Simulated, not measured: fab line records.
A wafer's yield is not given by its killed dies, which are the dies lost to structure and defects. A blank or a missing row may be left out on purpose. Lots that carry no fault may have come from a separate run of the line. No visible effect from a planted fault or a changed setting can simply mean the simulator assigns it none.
fab line records || flow sfq_line || part 2 of 2: steps 30 to 41 of 41
record: {"lots": 5, "wafers": 15, "last_day": 100}
route steps=325 shown M3@118 I3@133 M4@148
lots untouched by any fault: they come from a run of this same line in which no faults occurred
start_h: the number of hours between the record's first day and the start of the first shown wafer of the lot || wait_h: time in hours since the lot's previous step || " repeats the value in the row above || L1.1+2: several wafers, shown together as one row || - either no value or no given start || * or withheld: withheld || < > ~ a bound
route shown NAME@n: NAME is a module with steps in the file, n the number in the route of the first one || usual: mean/standard deviation of fault-free wafers || same: alike in all rows || chamber/n: place in a boat || sites: readings site by site || _std_site: their standard deviation || _edge_site: outer sites' mean less inner sites' || radius_mm: how far each site lies from the wafer's centre || mask NAME#n: copy n || behind: tool/chamber where the wafer was last shaped || hold: reason for holding the lot/hours on hold/outcome of the hold || device: transistor that didn't switch, given as n, p or np || end of line: the same wafers' tests at the end of the route || a step with no rows: only its recipe || killed: the dies lost at the first sort to structure and to defects; this is not the yield of the wafer || map: per-die view of a wafer (x killed, . not killed, _ where there is no die)
set.NAME: the setting that was run; set.NAME@STEP: the one run at that earlier step || model.NAME: the simulator's own value behind a step, which no gauge read
lots at some steps of the route; a table a step, a row a wafer
services: from which hour (start_h, from the record's first day; less than 0 if before it) a tool's chamber was out of use, for how many hours, and why
== steps ==
step: SFQ_TRILAYER_M4_DEP_PRE_CLEAN_092
recipe: {"gas": "Ar", "time_s": 22.5, "bias_v": 250}
{"lot.wafer": "L074.4+5+6", "tool": "pvd_sputter-03", "chamber": "-", "start_h": 1195.17, "wait_h": 0.0}
{"lot.wafer": "L077.1+4+5", "tool": "pvd_sputter-05", "chamber": "-", "start_h": 1241.20, "wait_h": 0.0}
{"lot.wafer": "L078.1+3+5", "tool": "pvd_sputter-05", "chamber": "-", "start_h": 1250.32, "wait_h": 0.0}
{"lot.wafer": "L089.1+5+6", "tool": "pvd_sputter-03", "chamber": "-", "start_h": 1362.04, "wait_h": 0.0}
{"lot.wafer": "L095.1+5+6", "tool": "pvd_sputter-05", "chamber": "-", "start_h": 1388.56, "wait_h": 0.0}
step: SFQ_TRILAYER_M4_DEP_SPUTTER_091
recipe: {"material": "Nb", "base_pressure_pa": 1.33e-06, "chamber_pressure_pa": 0.1333, "substrate_temp_c": 20, "resputter_cathode_voltage_v": 400, "target_thk_nm": 200, "power_w": 2000, "time_s": 133.3}
usual: {"substrate_temp_c": "20.00/0.098", "throttle_valve_pct": "30.0/0.82"}
{"lot.wafer": "L074.4", "tool": "pvd_sputter-03", "chamber": "-", "start_h": 1195.20, "wait_h": 0.0, "substrate_temp_c": 20.18, "throttle_valve_pct": 30.7}
{"lot.wafer": "L074.5", "tool": "pvd_sputter-03", "chamber": "-", "start_h": 1195.20, "wait_h": 0.0, "substrate_temp_c": 20.08, "throttle_valve_pct": 30.9}
{"lot.wafer": "L074.6", "tool": "pvd_sputter-03", "chamber": "-", "start_h": 1195.20, "wait_h": 0.0, "substrate_temp_c": 19.86, "throttle_valve_pct": 29.6}
{"lot.wafer": "L077.1", "tool": "pvd_sputter-05", "chamber": "-", "start_h": 1241.22, "wait_h": 0.0, "substrate_temp_c": 19.92, "throttle_valve_pct": 31.2}
{"lot.wafer": "L077.4", "tool": "pvd_sputter-05", "chamber": "-", "start_h": 1241.22, "wait_h": 0.0, "substrate_temp_c": 19.97, "throttle_valve_pct": 28.3}
{"lot.wafer": "L077.5", "tool": "pvd_sputter-05", "chamber": "-", "start_h": 1241.22, "wait_h": 0.0, "substrate_temp_c": 20.00, "throttle_valve_pct": 29.1}
{"lot.wafer": "L078.1", "tool": "pvd_sputter-05", "chamber": "-", "start_h": 1250.35, "wait_h": 0.0, "substrate_temp_c": 20.25, "throttle_valve_pct": 29.1}
{"lot.wafer": "L078.3", "tool": "pvd_sputter-05", "chamber": "-", "start_h": 1250.35, "wait_h": 0.0, "substrate_temp_c": 19.94, "throttle_valve_pct": 29.4}
{"lot.wafer": "L078.5", "tool": "pvd_sputter-05", "chamber": "-", "start_h": 1250.35, "wait_h": 0.0, "substrate_temp_c": 19.98, "throttle_valve_pct": 29.5}
{"lot.wafer": "L089.1", "tool": "pvd_sputter-03", "chamber": "-", "start_h": 1362.07, "wait_h": 0.0, "substrate_temp_c": 19.84, "throttle_valve_pct": 30.7}
{"lot.wafer": "L089.5", "tool": "pvd_sputter-03", "chamber": "-", "start_h": 1362.07, "wait_h": 0.0, "substrate_temp_c": 19.81, "throttle_valve_pct": 30.3}
{"lot.wafer": "L089.6", "tool": "pvd_sputter-03", "chamber": "-", "start_h": 1362.07, "wait_h": 0.0, "substrate_temp_c": 20.07, "throttle_valve_pct": 30.8}
{"lot.wafer": "L095.1", "tool": "pvd_sputter-05", "chamber": "-", "start_h": 1388.59, "wait_h": 0.0, "substrate_temp_c": 20.00, "throttle_valve_pct": 29.5}
{"lot.wafer": "L095.5", "tool": "pvd_sputter-05", "chamber": "-", "start_h": 1388.59, "wait_h": 0.0, "substrate_temp_c": 20.13, "throttle_valve_pct": 28.9}
{"lot.wafer": "L095.6", "tool": "pvd_sputter-05", "chamber": "-", "start_h": 1388.59, "wait_h": 0.0, "substrate_temp_c": 20.00, "throttle_valve_pct": 29.7}
step: SFQ_M4_RS_MEAS_924
recipe: {"thk_meas_gauge": "four-point-probe", "reads": "Nb_of_TRILAYER_M4_DEP_SPUTTER_091"}
usual: {"M4_NB_RS": "0.890/0.0079"}
{"lot.wafer": "L074.4", "tool": "film_metro-04", "chamber": "-", "start_h": 1195.35, "wait_h": 0.1, "M4_NB_RS[ohm/sq]": 0.891}
{"lot.wafer": "L074.5", "tool": "film_metro-04", "chamber": "-", "start_h": 1195.35, "wait_h": 0.1, "M4_NB_RS[ohm/sq]": 0.899}
{"lot.wafer": "L074.6", "tool": "film_metro-04", "chamber": "-", "start_h": 1195.35, "wait_h": 0.1, "M4_NB_RS[ohm/sq]": 0.896}
{"lot.wafer": "L077.1", "tool": "film_metro-01", "chamber": "-", "start_h": 1241.31, "wait_h": 0.0, "M4_NB_RS[ohm/sq]": 0.887}
{"lot.wafer": "L077.4", "tool": "film_metro-01", "chamber": "-", "start_h": 1241.31, "wait_h": 0.0, "M4_NB_RS[ohm/sq]": 0.893}
{"lot.wafer": "L077.5", "tool": "film_metro-01", "chamber": "-", "start_h": 1241.31, "wait_h": 0.0, "M4_NB_RS[ohm/sq]": 0.880}
{"lot.wafer": "L078.1", "tool": "film_metro-02", "chamber": "-", "start_h": 1250.44, "wait_h": 0.0, "M4_NB_RS[ohm/sq]": 0.877}
{"lot.wafer": "L078.3", "tool": "film_metro-02", "chamber": "-", "start_h": 1250.44, "wait_h": 0.0, "M4_NB_RS[ohm/sq]": 0.887}
{"lot.wafer": "L078.5", "tool": "film_metro-02", "chamber": "-", "start_h": 1250.44, "wait_h": 0.0, "M4_NB_RS[ohm/sq]": 0.891}
{"lot.wafer": "L089.1", "tool": "film_metro-04", "chamber": "-", "start_h": 1362.16, "wait_h": 0.0, "M4_NB_RS[ohm/sq]": 0.891}
{"lot.wafer": "L089.5", "tool": "film_metro-04", "chamber": "-", "start_h": 1362.16, "wait_h": 0.0, "M4_NB_RS[ohm/sq]": 0.906}
{"lot.wafer": "L089.6", "tool": "film_metro-04", "chamber": "-", "start_h": 1362.16, "wait_h": 0.0, "M4_NB_RS[ohm/sq]": 0.890}
{"lot.wafer": "L095.1", "tool": "film_metro-04", "chamber": "-", "start_h": 1388.68, "wait_h": 0.0, "M4_NB_RS[ohm/sq]": 0.903}
{"lot.wafer": "L095.5", "tool": "film_metro-04", "chamber": "-", "start_h": 1388.68, "wait_h": 0.0, "M4_NB_RS[ohm/sq]": 0.886}
{"lot.wafer": "L095.6", "tool": "film_metro-04", "chamber": "-", "start_h": 1388.68, "wait_h": 0.0, "M4_NB_RS[ohm/sq]": 0.898}
step: SFQ_TRILAYER_M4_LITHO_COAT_098
recipe: {"resist": "BARC", "spin_rpm": 3000, "resist_thk_nm": 62}
{"lot.wafer": "L074.4+5+6", "tool": "litho_track-02", "chamber": 0, "start_h": 1195.62, "wait_h": 0.2}
{"lot.wafer": "L077.1+4+5", "tool": "litho_track-02", "chamber": 0, "start_h": 1241.49, "wait_h": 0.1}
{"lot.wafer": "L078.1+3+5", "tool": "litho_track-01", "chamber": 0, "start_h": 1250.62, "wait_h": 0.1}
{"lot.wafer": "L089.1+5+6", "tool": "litho_track-02", "chamber": 0, "start_h": 1362.34, "wait_h": 0.1}
{"lot.wafer": "L095.1+5+6", "tool": "litho_track-03", "chamber": 0, "start_h": 1388.86, "wait_h": 0.1}
step: SFQ_TRILAYER_M4_LITHO_COAT_093
recipe: {"resist": "KrF", "spin_rpm": 3000, "resist_thk_nm": 600}
{"lot.wafer": "L074.4+5+6", "tool": "litho_track-02", "chamber": 0, "start_h": 1195.92, "wait_h": 0.2}
{"lot.wafer": "L077.1+4+5", "tool": "litho_track-02", "chamber": 0, "start_h": 1241.79, "wait_h": 0.2}
{"lot.wafer": "L078.1+3+5", "tool": "litho_track-01", "chamber": 0, "start_h": 1250.92, "wait_h": 0.2}
{"lot.wafer": "L089.1+5+6", "tool": "litho_track-02", "chamber": 0, "start_h": 1362.64, "wait_h": 0.2}
{"lot.wafer": "L095.1+5+6", "tool": "litho_track-03", "chamber": 0, "start_h": 1389.16, "wait_h": 0.2}
step: SFQ_TRILAYER_M4_LITHO_SOFTBAKE_097
recipe: {"temp_c": "withheld", "time_s": "withheld", "resist": "KrF"}
{"lot.wafer": "L074.4+5+6", "tool": "litho_track-02", "chamber": 0, "start_h": 1196.14, "wait_h": 0.2}
{"lot.wafer": "L077.1+4+5", "tool": "litho_track-02", "chamber": 0, "start_h": 1242.09, "wait_h": 0.2}
{"lot.wafer": "L078.1+3+5", "tool": "litho_track-01", "chamber": 0, "start_h": 1251.22, "wait_h": 0.2}
{"lot.wafer": "L089.1+5+6", "tool": "litho_track-02", "chamber": 0, "start_h": 1362.94, "wait_h": 0.2}
{"lot.wafer": "L095.1+5+6", "tool": "litho_track-03", "chamber": 0, "start_h": 1389.46, "wait_h": 0.2}
step: SFQ_TRILAYER_M4_LITHO_EXPOSE_094
recipe: {"mask_id": "M4", "na": 0.6, "source_shape": "conventional", "sigma_outer": 0.65, "target_cd_nm": 500, "dose_mj": 14.4}
{"lot.wafer": "L074.4+5+6", "tool": "krf_scanner-02", "chamber": 0, "start_h": 1339.78, "wait_h": "-", "mask": "M4#0"}
{"lot.wafer": "L077.1+4+5", "tool": "krf_scanner-02", "chamber": 0, "start_h": 1381.18, "wait_h": "-", "mask": "M4#0"}
{"lot.wafer": "L078.1+3+5", "tool": "krf_scanner-02", "chamber": 0, "start_h": 1388.38, "wait_h": "-", "mask": "M4#0"}
{"lot.wafer": "L089.1+5+6", "tool": "krf_scanner-02", "chamber": 0, "start_h": 1487.28, "wait_h": "-", "mask": "M4#0"}
{"lot.wafer": "L095.1+5+6", "tool": "krf_scanner-02", "chamber": 0, "start_h": 1509.42, "wait_h": "-", "mask": "M4#0"}
step: SFQ_TRILAYER_M4_LITHO_PEB_096
recipe: {"peb_temp_c": 115, "peb_time_s": 60, "resist": "KrF"}
{"lot.wafer": "L074.4+5+6", "tool": "litho_track-02", "chamber": 0, "start_h": 1340.45, "wait_h": 0.5}
{"lot.wafer": "L077.1+4+5", "tool": "litho_track-03", "chamber": 0, "start_h": 1382.38, "wait_h": 1.0}
{"lot.wafer": "L078.1+3+5", "tool": "litho_track-01", "chamber": 0, "start_h": 1389.58, "wait_h": 1.0}
{"lot.wafer": "L089.1+5+6", "tool": "litho_track-01", "chamber": 0, "start_h": 1488.48, "wait_h": 1.0}
{"lot.wafer": "L095.1+5+6", "tool": "litho_track-02", "chamber": 0, "start_h": 1510.62, "wait_h": 1.0}
step: SFQ_TRILAYER_M4_LITHO_DEVELOP_095
recipe: {"time_s": 60, "resist": "KrF"}
{"lot.wafer": "L074.4+5+6", "tool": "litho_track-02", "chamber": 0, "start_h": 1340.60, "wait_h": 0.1}
{"lot.wafer": "L077.1+4+5", "tool": "litho_track-03", "chamber": 0, "start_h": 1382.53, "wait_h": 0.1}
{"lot.wafer": "L078.1+3+5", "tool": "litho_track-01", "chamber": 0, "start_h": 1389.73, "wait_h": 0.1}
{"lot.wafer": "L089.1+5+6", "tool": "litho_track-01", "chamber": 0, "start_h": 1488.63, "wait_h": 0.1}
{"lot.wafer": "L095.1+5+6", "tool": "litho_track-02", "chamber": 0, "start_h": 1510.77, "wait_h": 0.1}
step: SFQ_M4_OVL_MEAS_926
usual: {"M4_OVL": "-4/5.9"}
{"lot.wafer": "L074.4", "tool": "overlay-01", "chamber": "-", "start_h": 1340.69, "wait_h": 0.1, "M4_OVL[nm]": -5}
{"lot.wafer": "L074.5", "tool": "overlay-01", "chamber": "-", "start_h": 1340.69, "wait_h": 0.1, "M4_OVL[nm]": -13}
{"lot.wafer": "L074.6", "tool": "overlay-01", "chamber": "-", "start_h": 1340.69, "wait_h": 0.1, "M4_OVL[nm]": -6}
{"lot.wafer": "L077.1", "tool": "overlay-02", "chamber": "-", "start_h": 1382.68, "wait_h": 0.1, "M4_OVL[nm]": -8}
{"lot.wafer": "L077.4", "tool": "overlay-02", "chamber": "-", "start_h": 1382.68, "wait_h": 0.1, "M4_OVL[nm]": -6}
{"lot.wafer": "L077.5", "tool": "overlay-02", "chamber": "-", "start_h": 1382.68, "wait_h": 0.1, "M4_OVL[nm]": -3}
{"lot.wafer": "L078.1", "tool": "overlay-02", "chamber": "-", "start_h": 1389.88, "wait_h": 0.1, "M4_OVL[nm]": 4}
{"lot.wafer": "L078.3", "tool": "overlay-02", "chamber": "-", "start_h": 1389.88, "wait_h": 0.1, "M4_OVL[nm]": -1}
{"lot.wafer": "L078.5", "tool": "overlay-02", "chamber": "-", "start_h": 1389.88, "wait_h": 0.1, "M4_OVL[nm]": 2}
{"lot.wafer": "L089.1", "tool": "overlay-02", "chamber": "-", "start_h": 1488.78, "wait_h": 0.1, "M4_OVL[nm]": -4}
{"lot.wafer": "L089.5", "tool": "overlay-02", "chamber": "-", "start_h": 1488.78, "wait_h": 0.1, "M4_OVL[nm]": -5}
{"lot.wafer": "L089.6", "tool": "overlay-02", "chamber": "-", "start_h": 1488.78, "wait_h": 0.1, "M4_OVL[nm]": -9}
{"lot.wafer": "L095.1", "tool": "overlay-02", "chamber": "-", "start_h": 1510.92, "wait_h": 0.1, "M4_OVL[nm]": -2}
{"lot.wafer": "L095.5", "tool": "overlay-02", "chamber": "-", "start_h": 1510.92, "wait_h": 0.1, "M4_OVL[nm]": -7}
{"lot.wafer": "L095.6", "tool": "overlay-02", "chamber": "-", "start_h": 1510.92, "wait_h": 0.1, "M4_OVL[nm]": -9}
step: SFQ_TRILAYER_M4_BARC_OPEN_METAL_ETCH_123
recipe: {"mask_material": "PR", "chemistry": "O2", "target_depth_nm": 125, "target": "BARC", "icp_w": 600, "bias_w": 80, "pressure_mtorr": 10, "time_s": 41.7}
usual: {"drypump_motor_current_A": "6.0/0.47", "oes_product_au": "0.685/0.0046"}
{"lot.wafer": "L074.4", "tool": "rie_metal-04", "chamber": 0, "start_h": 1340.77, "wait_h": 0.1, "drypump_motor_current_A": 6.7, "oes_product_au": 0.687, "rf_hours_counter_h": "-"}
{"lot.wafer": "L074.5", "tool": "rie_metal-04", "chamber": 0, "start_h": 1340.77, "wait_h": 0.1, "drypump_motor_current_A": 6.7, "oes_product_au": 0.686, "rf_hours_counter_h": "-"}
{"lot.wafer": "L074.6", "tool": "rie_metal-04", "chamber": 0, "start_h": 1340.77, "wait_h": 0.1, "drypump_motor_current_A": 6.7, "oes_product_au": 0.688, "rf_hours_counter_h": "-"}
{"lot.wafer": "L077.1", "tool": "rie_metal-04", "chamber": 1, "start_h": 1382.71, "wait_h": 0.0, "drypump_motor_current_A": 6.1, "oes_product_au": 0.681, "rf_hours_counter_h": 4}
{"lot.wafer": "L077.4", "tool": "rie_metal-04", "chamber": 1, "start_h": 1382.71, "wait_h": 0.0, "drypump_motor_current_A": 6.1, "oes_product_au": 0.692, "rf_hours_counter_h": "-"}
{"lot.wafer": "L077.5", "tool": "rie_metal-04", "chamber": 0, "start_h": 1382.71, "wait_h": 0.0, "drypump_motor_current_A": 6.7, "oes_product_au": 0.686, "rf_hours_counter_h": "-"}
{"lot.wafer": "L078.1", "tool": "rie_metal-01", "chamber": 1, "start_h": 1389.91, "wait_h": 0.0, "drypump_motor_current_A": 5.5, "oes_product_au": 0.685, "rf_hours_counter_h": 101}
{"lot.wafer": "L078.3", "tool": "rie_metal-01", "chamber": 0, "start_h": 1389.91, "wait_h": 0.0, "drypump_motor_current_A": 5.8, "oes_product_au": 0.679, "rf_hours_counter_h": "-"}
{"lot.wafer": "L078.5", "tool": "rie_metal-01", "chamber": 1, "start_h": 1389.91, "wait_h": 0.0, "drypump_motor_current_A": 5.5, "oes_product_au": 0.690, "rf_hours_counter_h": "-"}
{"lot.wafer": "L089.1", "tool": "rie_metal-03", "chamber": 0, "start_h": 1488.81, "wait_h": 0.0, "drypump_motor_current_A": 6.0, "oes_product_au": 0.686, "rf_hours_counter_h": 38}
{"lot.wafer": "L089.5", "tool": "rie_metal-03", "chamber": 0, "start_h": 1488.81, "wait_h": 0.0, "drypump_motor_current_A": 6.0, "oes_product_au": 0.680, "rf_hours_counter_h": "-"}
{"lot.wafer": "L089.6", "tool": "rie_metal-03", "chamber": 0, "start_h": 1488.81, "wait_h": 0.0, "drypump_motor_current_A": 6.0, "oes_product_au": 0.678, "rf_hours_counter_h": "-"}
{"lot.wafer": "L095.1", "tool": "rie_metal-04", "chamber": 1, "start_h": 1510.96, "wait_h": 0.0, "drypump_motor_current_A": 6.1, "oes_product_au": 0.683, "rf_hours_counter_h": 26}
{"lot.wafer": "L095.5", "tool": "rie_metal-04", "chamber": 1, "start_h": 1510.96, "wait_h": 0.0, "drypump_motor_current_A": 6.1, "oes_product_au": 0.694, "rf_hours_counter_h": "-"}
{"lot.wafer": "L095.6", "tool": "rie_metal-04", "chamber": 0, "start_h": 1510.96, "wait_h": 0.0, "drypump_motor_current_A": 6.7, "oes_product_au": 0.688, "rf_hours_counter_h": "-"}
step: SFQ_TRILAYER_M4_ETCH_METAL_ETCH_096
recipe: {"target": "Nb", "stop_on": "SiO2", "mask_material": "PR", "chemistry": "Cl2/Ar", "target_depth_nm": 240, "icp_w": 600, "bias_w": 80, "pressure_mtorr": 10, "time_s": 120}
usual: {"drypump_motor_current_A": "6.0/0.45", "oes_product_au": "0.893/0.0064"}
{"lot.wafer": "L074.4", "tool": "rie_metal-04", "chamber": 0, "start_h": 1340.96, "wait_h": 0.2, "drypump_motor_current_A": 6.7, "oes_product_au": 0.889, "rf_hours_counter_h": "-"}
{"lot.wafer": "L074.5", "tool": "rie_metal-04", "chamber": 0, "start_h": 1340.96, "wait_h": 0.2, "drypump_motor_current_A": 6.7, "oes_product_au": 0.889, "rf_hours_counter_h": "-"}
{"lot.wafer": "L074.6", "tool": "rie_metal-04", "chamber": 0, "start_h": 1340.96, "wait_h": 0.2, "drypump_motor_current_A": 6.7, "oes_product_au": 0.890, "rf_hours_counter_h": "-"}
{"lot.wafer": "L077.1", "tool": "rie_metal-04", "chamber": 1, "start_h": 1382.77, "wait_h": 0.0, "drypump_motor_current_A": 6.1, "oes_product_au": 0.897, "rf_hours_counter_h": 4}
{"lot.wafer": "L077.4", "tool": "rie_metal-04", "chamber": 1, "start_h": 1382.77, "wait_h": 0.0, "drypump_motor_current_A": 6.1, "oes_product_au": 0.895, "rf_hours_counter_h": "-"}
{"lot.wafer": "L077.5", "tool": "rie_metal-04", "chamber": 0, "start_h": 1382.77, "wait_h": 0.0, "drypump_motor_current_A": 6.7, "oes_product_au": 0.891, "rf_hours_counter_h": "-"}
{"lot.wafer": "L078.1", "tool": "rie_metal-01", "chamber": 1, "start_h": 1389.97, "wait_h": 0.0, "drypump_motor_current_A": 5.5, "oes_product_au": 0.905, "rf_hours_counter_h": 101}
{"lot.wafer": "L078.3", "tool": "rie_metal-01", "chamber": 0, "start_h": 1389.97, "wait_h": 0.0, "drypump_motor_current_A": 5.8, "oes_product_au": 0.893, "rf_hours_counter_h": "-"}
{"lot.wafer": "L078.5", "tool": "rie_metal-01", "chamber": 1, "start_h": 1389.97, "wait_h": 0.0, "drypump_motor_current_A": 5.5, "oes_product_au": 0.897, "rf_hours_counter_h": "-"}
{"lot.wafer": "L089.1", "tool": "rie_metal-03", "chamber": 0, "start_h": 1488.93, "wait_h": 0.1, "drypump_motor_current_A": 6.0, "oes_product_au": 0.896, "rf_hours_counter_h": 38}
{"lot.wafer": "L089.5", "tool": "rie_metal-03", "chamber": 0, "start_h": 1488.93, "wait_h": 0.1, "drypump_motor_current_A": 6.0, "oes_product_au": 0.890, "rf_hours_counter_h": "-"}
{"lot.wafer": "L089.6", "tool": "rie_metal-03", "chamber": 0, "start_h": 1488.93, "wait_h": 0.1, "drypump_motor_current_A": 6.0, "oes_product_au": 0.898, "rf_hours_counter_h": "-"}
{"lot.wafer": "L095.1", "tool": "rie_metal-04", "chamber": 1, "start_h": 1511.02, "wait_h": 0.0, "drypump_motor_current_A": 6.1, "oes_product_au": 0.881, "rf_hours_counter_h": 26}
{"lot.wafer": "L095.5", "tool": "rie_metal-04", "chamber": 1, "start_h": 1511.02, "wait_h": 0.0, "drypump_motor_current_A": 6.1, "oes_product_au": 0.898, "rf_hours_counter_h": "-"}
{"lot.wafer": "L095.6", "tool": "rie_metal-04", "chamber": 0, "start_h": 1511.02, "wait_h": 0.0, "drypump_motor_current_A": 6.6, "oes_product_au": 0.890, "rf_hours_counter_h": "-"}
== services ==
{"tool": "rie_metal-04", "chamber": "-", "start_h": 1031.79, "hours": 0.5, "kind": "repair"}
{"tool": "rie_metal-04", "chamber": 1, "start_h": 1036.93, "hours": 46.9, "kind": "repair"}
{"tool": "krf_scanner-02", "chamber": "-", "start_h": 1045.78, "hours": 6.9, "kind": "repair"}
{"tool": "krf_scanner-02", "chamber": "-", "start_h": 1052.70, "hours": 3.6, "kind": "pm"}
{"tool": "krf_scanner-02", "chamber": "-", "start_h": 1074.10, "hours": 1.3, "kind": "pm"}
{"tool": "krf_scanner-02", "chamber": "-", "start_h": 1075.40, "hours": 1.0, "kind": "pm"}
{"tool": "krf_scanner-02", "chamber": "-", "start_h": 1119.70, "hours": 0.8, "kind": "pm"}
{"tool": "krf_scanner-02", "chamber": "-", "start_h": 1120.59, "hours": 2.0, "kind": "repair"}
{"tool": "pvd_sputter-05", "chamber": "-", "start_h": 1131.48, "hours": 11.2, "kind": "repair"}
{"tool": "krf_scanner-02", "chamber": "-", "start_h": 1144.28, "hours": 0.5, "kind": "repair"}
{"tool": "krf_scanner-02", "chamber": "-", "start_h": 1242.93, "hours": 1.0, "kind": "pm"}
{"tool": "krf_scanner-02", "chamber": "-", "start_h": 1249.69, "hours": 1.3, "kind": "pm"}
{"tool": "krf_scanner-02", "chamber": "-", "start_h": 1270.57, "hours": 1.3, "kind": "repair"}
{"tool": "krf_scanner-02", "chamber": "-", "start_h": 1289.10, "hours": 0.8, "kind": "pm"}
{"tool": "rie_metal-03", "chamber": "-", "start_h": 1307.62, "hours": 11.0, "kind": "repair"}
{"tool": "rie_metal-04", "chamber": "-", "start_h": 1335.74, "hours": 2.8, "kind": "pm"}
{"tool": "rie_metal-03", "chamber": "-", "start_h": 1352.48, "hours": 0.8, "kind": "repair"}
{"tool": "rie_metal-03", "chamber": "-", "start_h": 1359.54, "hours": 0.2, "kind": "repair"}
{"tool": "rie_metal-04", "chamber": 0, "start_h": 1399.92, "hours": 19.3, "kind": "repair"}
{"tool": "krf_scanner-02", "chamber": "-", "start_h": 1412.38, "hours": 1.0, "kind": "pm"}
{"tool": "krf_scanner-02", "chamber": "-", "start_h": 1425.54, "hours": 1.3, "kind": "pm"}
{"tool": "krf_scanner-02", "chamber": "-", "start_h": 1458.23, "hours": 0.8, "kind": "pm"}
{"tool": "rie_metal-03", "chamber": 1, "start_h": 1474.67, "hours": 3.4, "kind": "repair"}
{"tool": "krf_scanner-02", "chamber": "-", "start_h": 1489.68, "hours": 4.0, "kind": "pm"}
